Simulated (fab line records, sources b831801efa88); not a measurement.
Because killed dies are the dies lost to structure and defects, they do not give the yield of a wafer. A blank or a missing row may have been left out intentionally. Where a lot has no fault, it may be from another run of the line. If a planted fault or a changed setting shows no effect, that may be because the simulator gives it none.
fab line records || flow gf180mcu || part 2 of 2: steps 26 to 35 of 35
record {"lots": 5, "wafers": 15, "lastDay": 31}
route steps=602 shown CONTACT@313 M1@315 V1@335
lots with no fault: from the same line, run without faults
startH: start of the lot's first displayed wafer, in hours after the record's first day || waitH: hours since the lot's step before || " unchanged from the row above || L1.1+2: a single row standing in for several wafers || - no value present, or no start provided || * or withheld: withheld || < > ~ a bound
route shown NAME@n: a module of which the file shows steps, and the number in the route of the first || usual: mean/standard deviation taken from wafers without a fault || same: alike in all rows || chamber/n: place in a boat || sites: each site's reading || _std_site: the values' standard deviation || _edge_site: the outer-site mean with the inner-site mean subtracted || radiusMm: for every site, how far away it sits from the centre of the wafer || mask NAME#n: copy n || behind: the last tool/chamber to shape the wafer || hold: what put the lot on hold/how long, in hours/how the hold closed || device: the n, p or np transistor that did not switch || end of line: at the end of the route, the tests of the same wafers || a step given without rows: its recipe and nothing more || killed: at the first sort, the dies lost to defects and structure; wafer yield is something else || map: a wafer's dies, marking killed ones x, the rest . and places with no die _
set.NAME: the run value of the setting; set.NAME@STEP: its run value at that earlier step || model.NAME: the simulator's own value behind a step, which no gauge read
lots at some steps of the route; a table a step, a row a wafer
services: from which hour (startH, from the record's first day; less than 0 if before it) a tool's chamber was out of use, for how many hours, and why
## steps
# step GF_V1_THK_MEAS_03
# recipe {"reads": "SiO2_of_V1_CVD_02"}
# usual {"V1_CVD_02_THK": "852/13"}
{"lot.wafer": "L074.1", "tool": "filmMetro-01", "chamber": "-", "startH": 387.58, "waitH": 0.0, "V1_CVD_02_THK[nm]": 866}
{"lot.wafer": "L074.2", "tool": "filmMetro-01", "chamber": "-", "startH": 387.58, "waitH": 0.0, "V1_CVD_02_THK[nm]": 844}
{"lot.wafer": "L074.4", "tool": "filmMetro-01", "chamber": "-", "startH": 387.58, "waitH": 0.0, "V1_CVD_02_THK[nm]": 873}
{"lot.wafer": "L076.2", "tool": "filmMetro-01", "chamber": "-", "startH": 404.56, "waitH": 0.0, "V1_CVD_02_THK[nm]": 851}
{"lot.wafer": "L076.3", "tool": "filmMetro-01", "chamber": "-", "startH": 404.56, "waitH": 0.0, "V1_CVD_02_THK[nm]": 850}
{"lot.wafer": "L076.5", "tool": "filmMetro-01", "chamber": "-", "startH": 404.56, "waitH": 0.0, "V1_CVD_02_THK[nm]": 872}
{"lot.wafer": "L078.4", "tool": "filmMetro-01", "chamber": "-", "startH": 427.26, "waitH": 0.1, "V1_CVD_02_THK[nm]": 858}
{"lot.wafer": "L078.5", "tool": "filmMetro-01", "chamber": "-", "startH": 427.26, "waitH": 0.1, "V1_CVD_02_THK[nm]": 857}
{"lot.wafer": "L078.6", "tool": "filmMetro-01", "chamber": "-", "startH": 427.26, "waitH": 0.1, "V1_CVD_02_THK[nm]": 866}
{"lot.wafer": "L084.2", "tool": "filmMetro-02", "chamber": "-", "startH": 485.63, "waitH": 0.0, "V1_CVD_02_THK[nm]": 820}
{"lot.wafer": "L084.3", "tool": "filmMetro-02", "chamber": "-", "startH": 485.63, "waitH": 0.0, "V1_CVD_02_THK[nm]": 823}
{"lot.wafer": "L084.4", "tool": "filmMetro-02", "chamber": "-", "startH": 485.63, "waitH": 0.0, "V1_CVD_02_THK[nm]": 831}
{"lot.wafer": "L085.2", "tool": "filmMetro-02", "chamber": "-", "startH": 493.70, "waitH": 0.0, "V1_CVD_02_THK[nm]": 848}
{"lot.wafer": "L085.5", "tool": "filmMetro-02", "chamber": "-", "startH": 493.70, "waitH": 0.0, "V1_CVD_02_THK[nm]": 878}
{"lot.wafer": "L085.6", "tool": "filmMetro-02", "chamber": "-", "startH": 493.70, "waitH": 0.0, "V1_CVD_02_THK[nm]": 849}
# step GF_V1_CMP_04
# recipe {"material": "SiO2", "downForcePsi": 4, "platenRpm": 60, "padVelocityMS": 0.94248}
# usual {"motorCurrentA": "12.3/1.1", "timeToEndpointS": "80/7.1"}
{"lot.wafer": "L074.2", "tool": "cmp-02", "chamber": 1, "startH": 387.64, "waitH": 0.0, "motorCurrentA": 14.7, "timeToEndpointS": 72}
{"lot.wafer": "L074.1", "tool": "cmp-02", "chamber": 2, "startH": 387.64, "waitH": 0.0, "motorCurrentA": 11.7, "timeToEndpointS": 94}
{"lot.wafer": "L074.4", "tool": "cmp-02", "chamber": 0, "startH": 387.64, "waitH": 0.0, "motorCurrentA": 12.4, "timeToEndpointS": 96}
{"lot.wafer": "L076.2", "tool": "cmp-01", "chamber": 3, "startH": 404.71, "waitH": 0.1, "motorCurrentA": 11.6, "timeToEndpointS": 82}
{"lot.wafer": "L076.3", "tool": "cmp-01", "chamber": 0, "startH": 404.71, "waitH": 0.1, "motorCurrentA": 11.4, "timeToEndpointS": 90}
{"lot.wafer": "L076.5", "tool": "cmp-01", "chamber": 1, "startH": 404.71, "waitH": 0.1, "motorCurrentA": 13.3, "timeToEndpointS": 93}
{"lot.wafer": "L078.4", "tool": "cmp-02", "chamber": 2, "startH": 427.29, "waitH": 0.0, "motorCurrentA": 11.2, "timeToEndpointS": 78}
{"lot.wafer": "L078.6", "tool": "cmp-02", "chamber": 2, "startH": 427.29, "waitH": 0.0, "motorCurrentA": 11.4, "timeToEndpointS": 83}
{"lot.wafer": "L078.5", "tool": "cmp-02", "chamber": 3, "startH": 427.29, "waitH": 0.0, "motorCurrentA": 11.3, "timeToEndpointS": 75}
{"lot.wafer": "L084.2", "tool": "cmp-01", "chamber": 1, "startH": 485.68, "waitH": 0.0, "motorCurrentA": 12.4, "timeToEndpointS": 70}
{"lot.wafer": "L084.3", "tool": "cmp-01", "chamber": 2, "startH": 485.68, "waitH": 0.0, "motorCurrentA": 12.0, "timeToEndpointS": 73}
{"lot.wafer": "L084.4", "tool": "cmp-01", "chamber": 3, "startH": 485.68, "waitH": 0.0, "motorCurrentA": 12.3, "timeToEndpointS": 75}
{"lot.wafer": "L085.2", "tool": "cmp-02", "chamber": 0, "startH": 493.85, "waitH": 0.1, "motorCurrentA": 12.6, "timeToEndpointS": 81}
{"lot.wafer": "L085.6", "tool": "cmp-02", "chamber": 2, "startH": 493.85, "waitH": 0.1, "motorCurrentA": 11.5, "timeToEndpointS": 80}
{"lot.wafer": "L085.5", "tool": "cmp-02", "chamber": 3, "startH": 493.85, "waitH": 0.1, "motorCurrentA": 10.9, "timeToEndpointS": 82}
# step GF_V1_BOW_MEAS_05
# recipe {"mode": "bow"}
# usual {"V1_BOW": "82/7.2"}
{"lot.wafer": "L074.1", "tool": "filmMetro-02", "chamber": "-", "startH": 387.94, "waitH": 0.2, "V1_BOW[um]": 90}
{"lot.wafer": "L074.2", "tool": "filmMetro-02", "chamber": "-", "startH": 387.94, "waitH": 0.2, "V1_BOW[um]": 82}
{"lot.wafer": "L074.4", "tool": "filmMetro-02", "chamber": "-", "startH": 387.94, "waitH": 0.2, "V1_BOW[um]": 91}
{"lot.wafer": "L076.2", "tool": "filmMetro-04", "chamber": "-", "startH": 404.93, "waitH": 0.2, "V1_BOW[um]": 84}
{"lot.wafer": "L076.3", "tool": "filmMetro-04", "chamber": "-", "startH": 404.93, "waitH": 0.2, "V1_BOW[um]": 88}
{"lot.wafer": "L076.5", "tool": "filmMetro-04", "chamber": "-", "startH": 404.93, "waitH": 0.2, "V1_BOW[um]": 84}
{"lot.wafer": "L078.4", "tool": "filmMetro-04", "chamber": "-", "startH": 427.65, "waitH": 0.3, "V1_BOW[um]": 82}
{"lot.wafer": "L078.5", "tool": "filmMetro-04", "chamber": "-", "startH": 427.65, "waitH": 0.3, "V1_BOW[um]": 85}
{"lot.wafer": "L078.6", "tool": "filmMetro-04", "chamber": "-", "startH": 427.65, "waitH": 0.3, "V1_BOW[um]": 81}
{"lot.wafer": "L084.2", "tool": "filmMetro-04", "chamber": "-", "startH": 486.00, "waitH": 0.3, "V1_BOW[um]": 77}
{"lot.wafer": "L084.3", "tool": "filmMetro-04", "chamber": "-", "startH": 486.00, "waitH": 0.3, "V1_BOW[um]": 81}
{"lot.wafer": "L084.4", "tool": "filmMetro-04", "chamber": "-", "startH": 486.00, "waitH": 0.3, "V1_BOW[um]": 75}
{"lot.wafer": "L085.2", "tool": "filmMetro-01", "chamber": "-", "startH": 494.07, "waitH": 0.2, "V1_BOW[um]": 85}
{"lot.wafer": "L085.5", "tool": "filmMetro-01", "chamber": "-", "startH": 494.07, "waitH": 0.2, "V1_BOW[um]": 83}
{"lot.wafer": "L085.6", "tool": "filmMetro-01", "chamber": "-", "startH": 494.07, "waitH": 0.2, "V1_BOW[um]": 84}
# step GF_V1_DEHYDRATE_06
# recipe {"tempC": 200, "timeS": 60}
# usual {"resistLineTempC": "22.99/0.11"}
{"lot.wafer": "L074.1", "tool": "lithoTrack-01", "chamber": 0, "startH": 398.60, "waitH": 10.6, "resistLineTempC": 22.87}
{"lot.wafer": "L074.2", "tool": "lithoTrack-01", "chamber": 0, "startH": 398.60, "waitH": 10.6, "resistLineTempC": 22.85}
{"lot.wafer": "L074.4", "tool": "lithoTrack-01", "chamber": 0, "startH": 398.60, "waitH": 10.6, "resistLineTempC": 22.87}
{"lot.wafer": "L076.2", "tool": "lithoTrack-01", "chamber": 0, "startH": 416.53, "waitH": 11.6, "resistLineTempC": 22.91}
{"lot.wafer": "L076.3", "tool": "lithoTrack-01", "chamber": 0, "startH": 416.53, "waitH": 11.6, "resistLineTempC": 22.84}
{"lot.wafer": "L076.5", "tool": "lithoTrack-01", "chamber": 0, "startH": 416.53, "waitH": 11.6, "resistLineTempC": 22.92}
{"lot.wafer": "L078.4", "tool": "lithoTrack-03", "chamber": 0, "startH": 439.65, "waitH": 12.0, "resistLineTempC": 23.15}
{"lot.wafer": "L078.5", "tool": "lithoTrack-03", "chamber": 0, "startH": 439.65, "waitH": 12.0, "resistLineTempC": 23.05}
{"lot.wafer": "L078.6", "tool": "lithoTrack-03", "chamber": 0, "startH": 439.65, "waitH": 12.0, "resistLineTempC": 23.03}
{"lot.wafer": "L084.2", "tool": "lithoTrack-04", "chamber": 0, "startH": 497.37, "waitH": 11.3, "resistLineTempC": 22.99}
{"lot.wafer": "L084.3", "tool": "lithoTrack-04", "chamber": 0, "startH": 497.37, "waitH": 11.3, "resistLineTempC": 23.07}
{"lot.wafer": "L084.4", "tool": "lithoTrack-04", "chamber": 0, "startH": 497.37, "waitH": 11.3, "resistLineTempC": 22.90}
{"lot.wafer": "L085.2", "tool": "lithoTrack-04", "chamber": 0, "startH": 505.02, "waitH": 10.9, "resistLineTempC": 23.13}
{"lot.wafer": "L085.5", "tool": "lithoTrack-04", "chamber": 0, "startH": 505.02, "waitH": 10.9, "resistLineTempC": 23.11}
{"lot.wafer": "L085.6", "tool": "lithoTrack-04", "chamber": 0, "startH": 505.02, "waitH": 10.9, "resistLineTempC": 22.93}
# step GF_V1_HMDS_07
# recipe {"primeTimeS": 60, "primeTempC": 120}
# usual {"primeTempC": "120.03/0.12", "resistLineTempC": "22.98/0.12"}
{"lot.wafer": "L074.1", "tool": "lithoTrack-01", "chamber": 0, "startH": 398.75, "waitH": 0.1, "primeTempC": 120.02, "resistLineTempC": 22.99}
{"lot.wafer": "L074.2", "tool": "lithoTrack-01", "chamber": 0, "startH": 398.75, "waitH": 0.1, "primeTempC": 119.80, "resistLineTempC": 22.99}
{"lot.wafer": "L074.4", "tool": "lithoTrack-01", "chamber": 0, "startH": 398.75, "waitH": 0.1, "primeTempC": 119.88, "resistLineTempC": 23.04}
{"lot.wafer": "L076.2", "tool": "lithoTrack-01", "chamber": 0, "startH": 416.68, "waitH": 0.1, "primeTempC": 120.11, "resistLineTempC": 22.79}
{"lot.wafer": "L076.3", "tool": "lithoTrack-01", "chamber": 0, "startH": 416.68, "waitH": 0.1, "primeTempC": 120.03, "resistLineTempC": 22.84}
{"lot.wafer": "L076.5", "tool": "lithoTrack-01", "chamber": 0, "startH": 416.68, "waitH": 0.1, "primeTempC": 120.16, "resistLineTempC": 22.80}
{"lot.wafer": "L078.4", "tool": "lithoTrack-03", "chamber": 0, "startH": 439.80, "waitH": 0.1, "primeTempC": 119.82, "resistLineTempC": 22.99}
{"lot.wafer": "L078.5", "tool": "lithoTrack-03", "chamber": 0, "startH": 439.80, "waitH": 0.1, "primeTempC": 119.87, "resistLineTempC": 23.20}
{"lot.wafer": "L078.6", "tool": "lithoTrack-03", "chamber": 0, "startH": 439.80, "waitH": 0.1, "primeTempC": 119.91, "resistLineTempC": 23.15}
{"lot.wafer": "L084.2", "tool": "lithoTrack-04", "chamber": 0, "startH": 497.52, "waitH": 0.1, "primeTempC": 119.87, "resistLineTempC": 23.02}
{"lot.wafer": "L084.3", "tool": "lithoTrack-04", "chamber": 0, "startH": 497.52, "waitH": 0.1, "primeTempC": 120.02, "resistLineTempC": 23.10}
{"lot.wafer": "L084.4", "tool": "lithoTrack-04", "chamber": 0, "startH": 497.52, "waitH": 0.1, "primeTempC": 119.95, "resistLineTempC": 23.01}
{"lot.wafer": "L085.2", "tool": "lithoTrack-04", "chamber": 0, "startH": 505.17, "waitH": 0.1, "primeTempC": 119.89, "resistLineTempC": 22.90}
{"lot.wafer": "L085.5", "tool": "lithoTrack-04", "chamber": 0, "startH": 505.17, "waitH": 0.1, "primeTempC": 120.03, "resistLineTempC": 22.96}
{"lot.wafer": "L085.6", "tool": "lithoTrack-04", "chamber": 0, "startH": 505.17, "waitH": 0.1, "primeTempC": 120.02, "resistLineTempC": 23.06}
# step GF_V1_COAT_08
# recipe {"resist": "BARC", "tempC": "withheld", "timeS": "withheld", "spinRpm": "withheld", "resistThkNm": "withheld"}
# usual {"dispensePressureKPa": "49.2/2.6", "resistLineTempC": "*"}
{"lot.wafer": "L074.1", "tool": "lithoTrack-01", "chamber": 0, "startH": 398.90, "waitH": 0.1, "dispensePressureKPa": 49.9, "resistLineTempC": "*"}
{"lot.wafer": "L074.2", "tool": "lithoTrack-01", "chamber": 0, "startH": 398.90, "waitH": 0.1, "dispensePressureKPa": 49.9, "resistLineTempC": "*"}
{"lot.wafer": "L074.4", "tool": "lithoTrack-01", "chamber": 0, "startH": 398.90, "waitH": 0.1, "dispensePressureKPa": 50.0, "resistLineTempC": "*"}
{"lot.wafer": "L076.2", "tool": "lithoTrack-01", "chamber": 0, "startH": 416.83, "waitH": 0.1, "dispensePressureKPa": 49.9, "resistLineTempC": "*"}
{"lot.wafer": "L076.3", "tool": "lithoTrack-01", "chamber": 0, "startH": 416.83, "waitH": 0.1, "dispensePressureKPa": 50.0, "resistLineTempC": "*"}
{"lot.wafer": "L076.5", "tool": "lithoTrack-01", "chamber": 0, "startH": 416.83, "waitH": 0.1, "dispensePressureKPa": 49.9, "resistLineTempC": "*"}
{"lot.wafer": "L078.4", "tool": "lithoTrack-03", "chamber": 0, "startH": 439.95, "waitH": 0.1, "dispensePressureKPa": 45.2, "resistLineTempC": "*"}
{"lot.wafer": "L078.5", "tool": "lithoTrack-03", "chamber": 0, "startH": 439.95, "waitH": 0.1, "dispensePressureKPa": 45.2, "resistLineTempC": "*"}
{"lot.wafer": "L078.6", "tool": "lithoTrack-03", "chamber": 0, "startH": 439.95, "waitH": 0.1, "dispensePressureKPa": 45.2, "resistLineTempC": "*"}
{"lot.wafer": "L084.2", "tool": "lithoTrack-04", "chamber": 0, "startH": 497.67, "waitH": 0.1, "dispensePressureKPa": 51.2, "resistLineTempC": "*"}
{"lot.wafer": "L084.3", "tool": "lithoTrack-04", "chamber": 0, "startH": 497.67, "waitH": 0.1, "dispensePressureKPa": 51.2, "resistLineTempC": "*"}
{"lot.wafer": "L084.4", "tool": "lithoTrack-04", "chamber": 0, "startH": 497.67, "waitH": 0.1, "dispensePressureKPa": 51.2, "resistLineTempC": "*"}
{"lot.wafer": "L085.2", "tool": "lithoTrack-04", "chamber": 0, "startH": 505.32, "waitH": 0.1, "dispensePressureKPa": 51.3, "resistLineTempC": "*"}
{"lot.wafer": "L085.5", "tool": "lithoTrack-04", "chamber": 0, "startH": 505.32, "waitH": 0.1, "dispensePressureKPa": 51.3, "resistLineTempC": "*"}
{"lot.wafer": "L085.6", "tool": "lithoTrack-04", "chamber": 0, "startH": 505.32, "waitH": 0.1, "dispensePressureKPa": 51.2, "resistLineTempC": "*"}
# step GF_V1_COAT_09
# recipe {"resist": "KrF", "spinRpm": "withheld", "resistThkNm": 1000}
# usual {"dispensePressureKPa": "49.1/2.6", "resistLineTempC": "23.02/0.11"}
{"lot.wafer": "L074.1", "tool": "lithoTrack-01", "chamber": 0, "startH": "-", "waitH": "-", "dispensePressureKPa": 50.0, "resistLineTempC": 23.22}
{"lot.wafer": "L074.2", "tool": "lithoTrack-01", "chamber": 0, "startH": "-", "waitH": "-", "dispensePressureKPa": 50.1, "resistLineTempC": 23.29}
{"lot.wafer": "L074.4", "tool": "lithoTrack-01", "chamber": 0, "startH": "-", "waitH": "-", "dispensePressureKPa": 50.0, "resistLineTempC": 23.08}
{"lot.wafer": "L076.2", "tool": "lithoTrack-01", "chamber": 0, "startH": "-", "waitH": "-", "dispensePressureKPa": 50.0, "resistLineTempC": 23.24}
{"lot.wafer": "L076.3", "tool": "lithoTrack-01", "chamber": 0, "startH": "-", "waitH": "-", "dispensePressureKPa": 50.0, "resistLineTempC": 23.18}
{"lot.wafer": "L076.5", "tool": "lithoTrack-01", "chamber": 0, "startH": "-", "waitH": "-", "dispensePressureKPa": 50.0, "resistLineTempC": 23.00}
{"lot.wafer": "L078.4", "tool": "lithoTrack-03", "chamber": 0, "startH": "-", "waitH": "-", "dispensePressureKPa": 45.3, "resistLineTempC": 23.08}
{"lot.wafer": "L078.5", "tool": "lithoTrack-03", "chamber": 0, "startH": "-", "waitH": "-", "dispensePressureKPa": 45.3, "resistLineTempC": 22.97}
{"lot.wafer": "L078.6", "tool": "lithoTrack-03", "chamber": 0, "startH": "-", "waitH": "-", "dispensePressureKPa": 45.3, "resistLineTempC": 23.11}
{"lot.wafer": "L084.2", "tool": "lithoTrack-04", "chamber": 0, "startH": "-", "waitH": "-", "dispensePressureKPa": 51.2, "resistLineTempC": 22.90}
{"lot.wafer": "L084.3", "tool": "lithoTrack-04", "chamber": 0, "startH": "-", "waitH": "-", "dispensePressureKPa": 51.1, "resistLineTempC": 22.90}
{"lot.wafer": "L084.4", "tool": "lithoTrack-04", "chamber": 0, "startH": "-", "waitH": "-", "dispensePressureKPa": 51.1, "resistLineTempC": 22.92}
{"lot.wafer": "L085.2", "tool": "lithoTrack-04", "chamber": 0, "startH": "-", "waitH": "-", "dispensePressureKPa": 51.2, "resistLineTempC": 23.32}
{"lot.wafer": "L085.5", "tool": "lithoTrack-04", "chamber": 0, "startH": "-", "waitH": "-", "dispensePressureKPa": 51.1, "resistLineTempC": 23.22}
{"lot.wafer": "L085.6", "tool": "lithoTrack-04", "chamber": 0, "startH": "-", "waitH": "-", "dispensePressureKPa": 51.1, "resistLineTempC": 23.18}
# step GF_V1_SOFTBAKE_10
# recipe {"tempC": 129.3, "timeS": 60, "resist": "KrF"}
# usual {"resistLineTempC": "23.00/0.095"}
{"lot.wafer": "L074.1", "tool": "lithoTrack-01", "chamber": 0, "startH": "-", "waitH": "-", "resistLineTempC": 23.01}
{"lot.wafer": "L074.2", "tool": "lithoTrack-01", "chamber": 0, "startH": "-", "waitH": "-", "resistLineTempC": 22.76}
{"lot.wafer": "L074.4", "tool": "lithoTrack-01", "chamber": 0, "startH": "-", "waitH": "-", "resistLineTempC": 22.97}
{"lot.wafer": "L076.2", "tool": "lithoTrack-01", "chamber": 0, "startH": "-", "waitH": "-", "resistLineTempC": 22.87}
{"lot.wafer": "L076.3", "tool": "lithoTrack-01", "chamber": 0, "startH": "-", "waitH": "-", "resistLineTempC": 23.02}
{"lot.wafer": "L076.5", "tool": "lithoTrack-01", "chamber": 0, "startH": "-", "waitH": "-", "resistLineTempC": 23.01}
{"lot.wafer": "L078.4", "tool": "lithoTrack-03", "chamber": 0, "startH": "-", "waitH": "-", "resistLineTempC": 22.89}
{"lot.wafer": "L078.5", "tool": "lithoTrack-03", "chamber": 0, "startH": "-", "waitH": "-", "resistLineTempC": 22.93}
{"lot.wafer": "L078.6", "tool": "lithoTrack-03", "chamber": 0, "startH": "-", "waitH": "-", "resistLineTempC": 23.01}
{"lot.wafer": "L084.2", "tool": "lithoTrack-04", "chamber": 0, "startH": "-", "waitH": "-", "resistLineTempC": 23.02}
{"lot.wafer": "L084.3", "tool": "lithoTrack-04", "chamber": 0, "startH": "-", "waitH": "-", "resistLineTempC": 23.00}
{"lot.wafer": "L084.4", "tool": "lithoTrack-04", "chamber": 0, "startH": "-", "waitH": "-", "resistLineTempC": 23.09}
{"lot.wafer": "L085.2", "tool": "lithoTrack-04", "chamber": 0, "startH": "-", "waitH": "-", "resistLineTempC": 22.77}
{"lot.wafer": "L085.5", "tool": "lithoTrack-04", "chamber": 0, "startH": "-", "waitH": "-", "resistLineTempC": 22.78}
{"lot.wafer": "L085.6", "tool": "lithoTrack-04", "chamber": 0, "startH": "-", "waitH": "-", "resistLineTempC": 22.86}
# step GF_V1_EXPOSE_11
# recipe {"maskId": "Via1", "targetCdNm": 260, "na": 0.68, "sourceShape": "conventional", "sigmaOuter": 0.6, "doseMj": 38}
# same {"na": 0.68}
{"lot.wafer": "L074.1+2+4", "tool": "krfScanner-02", "chamber": 0, "startH": "-", "waitH": "-", "mask": "Via1#0"}
{"lot.wafer": "L076.2+3+5", "tool": "krfScanner-02", "chamber": 0, "startH": "-", "waitH": "-", "mask": "Via1#0"}
{"lot.wafer": "L078.4+5+6", "tool": "krfScanner-01", "chamber": 0, "startH": "-", "waitH": "-", "mask": "Via1#0"}
{"lot.wafer": "L084.2+3+4", "tool": "krfScanner-02", "chamber": 0, "startH": "-", "waitH": "-", "mask": "Via1#0"}
{"lot.wafer": "L085.2+5+6", "tool": "krfScanner-01", "chamber": 0, "startH": "-", "waitH": "-", "mask": "Via1#0"}
# step GF_V1_PEB_12
# recipe {"pebTempC": 135, "pebTimeS": 90, "resist": "KrF"}
# usual {"resistLineTempC": "23.00/0.094"}
{"lot.wafer": "L074.1", "tool": "lithoTrack-04", "chamber": 0, "startH": "-", "waitH": "-", "resistLineTempC": 23.03}
{"lot.wafer": "L074.2", "tool": "lithoTrack-04", "chamber": 0, "startH": "-", "waitH": "-", "resistLineTempC": 22.95}
{"lot.wafer": "L074.4", "tool": "lithoTrack-04", "chamber": 0, "startH": "-", "waitH": "-", "resistLineTempC": 22.87}
{"lot.wafer": "L076.2", "tool": "lithoTrack-04", "chamber": 0, "startH": "-", "waitH": "-", "resistLineTempC": 22.90}
{"lot.wafer": "L076.3", "tool": "lithoTrack-04", "chamber": 0, "startH": "-", "waitH": "-", "resistLineTempC": 23.12}
{"lot.wafer": "L076.5", "tool": "lithoTrack-04", "chamber": 0, "startH": "-", "waitH": "-", "resistLineTempC": 23.13}
{"lot.wafer": "L078.4", "tool": "lithoTrack-03", "chamber": 0, "startH": "-", "waitH": "-", "resistLineTempC": 23.01}
{"lot.wafer": "L078.5", "tool": "lithoTrack-03", "chamber": 0, "startH": "-", "waitH": "-", "resistLineTempC": 23.15}
{"lot.wafer": "L078.6", "tool": "lithoTrack-03", "chamber": 0, "startH": "-", "waitH": "-", "resistLineTempC": 23.05}
{"lot.wafer": "L084.2", "tool": "lithoTrack-04", "chamber": 0, "startH": "-", "waitH": "-", "resistLineTempC": 22.92}
{"lot.wafer": "L084.3", "tool": "lithoTrack-04", "chamber": 0, "startH": "-", "waitH": "-", "resistLineTempC": 23.03}
{"lot.wafer": "L084.4", "tool": "lithoTrack-04", "chamber": 0, "startH": "-", "waitH": "-", "resistLineTempC": 22.92}
{"lot.wafer": "L085.2", "tool": "lithoTrack-04", "chamber": 0, "startH": "-", "waitH": "-", "resistLineTempC": 22.99}
{"lot.wafer": "L085.5", "tool": "lithoTrack-04", "chamber": 0, "startH": "-", "waitH": "-", "resistLineTempC": 23.08}
{"lot.wafer": "L085.6", "tool": "lithoTrack-04", "chamber": 0, "startH": "-", "waitH": "-", "resistLineTempC": 22.94}
## services
{"tool": "cmp-02", "chamber": "-", "startH": 340.16, "hours": 3.5, "kind": "pm"}
{"tool": "cmp-01", "chamber": "-", "startH": 346.11, "hours": 1.7, "kind": "repair"}
{"tool": "krfScanner-01", "chamber": "-", "startH": 355.37, "hours": 1.3, "kind": "pm"}
{"tool": "krfScanner-01", "chamber": "-", "startH": 356.72, "hours": 1.0, "kind": "pm"}
{"tool": "krfScanner-02", "chamber": "-", "startH": 360.17, "hours": 3.6, "kind": "pm"}
{"tool": "krfScanner-02", "chamber": "-", "startH": 372.14, "hours": 1.0, "kind": "pm"}
{"tool": "cmp-01", "chamber": "-", "startH": 373.49, "hours": 3.1, "kind": "pm"}
{"tool": "cmp-02", "chamber": "-", "startH": 379.62, "hours": 4.3, "kind": "pm"}
{"tool": "pvdSputter-04", "chamber": "-", "startH": 384.16, "hours": 8.0, "kind": "repair"}
{"tool": "cmp-01", "chamber": "-", "startH": 384.20, "hours": 6.2, "kind": "pm"}
{"tool": "pvdSputter-03", "chamber": "-", "startH": 392.86, "hours": 7.4, "kind": "repair"}
{"tool": "cmp-02", "chamber": "-", "startH": 395.25, "hours": 1.4, "kind": "repair"}
{"tool": "krfScanner-01", "chamber": "-", "startH": 399.21, "hours": 0.8, "kind": "pm"}
{"tool": "cmp-02", "chamber": "-", "startH": 407.93, "hours": 4.0, "kind": "pm"}
{"tool": "hdpcvd-02", "chamber": "-", "startH": 410.68, "hours": 6.0, "kind": "pm"}
{"tool": "krfScanner-01", "chamber": "-", "startH": 418.56, "hours": 0.3, "kind": "repair"}
{"tool": "plasmaAsher-02", "chamber": "-", "startH": 421.25, "hours": 9.0, "kind": "pm"}
{"tool": "krfScanner-02", "chamber": "-", "startH": 436.87, "hours": 2.2, "kind": "repair"}
{"tool": "pvdSputter-04", "chamber": "-", "startH": 437.32, "hours": 4.4, "kind": "repair"}
{"tool": "cmp-01", "chamber": "-", "startH": 446.38, "hours": 0.2, "kind": "repair"}
{"tool": "cmp-01", "chamber": "-", "startH": 476.59, "hours": 4.5, "kind": "repair"}
{"tool": "krfScanner-02", "chamber": "-", "startH": 481.17, "hours": 1.3, "kind": "pm"}
{"tool": "wetBench-02", "chamber": "-", "startH": 485.83, "hours": 1.2, "kind": "repair"}
{"tool": "krfScanner-02", "chamber": "-", "startH": 496.05, "hours": 0.8, "kind": "pm"}
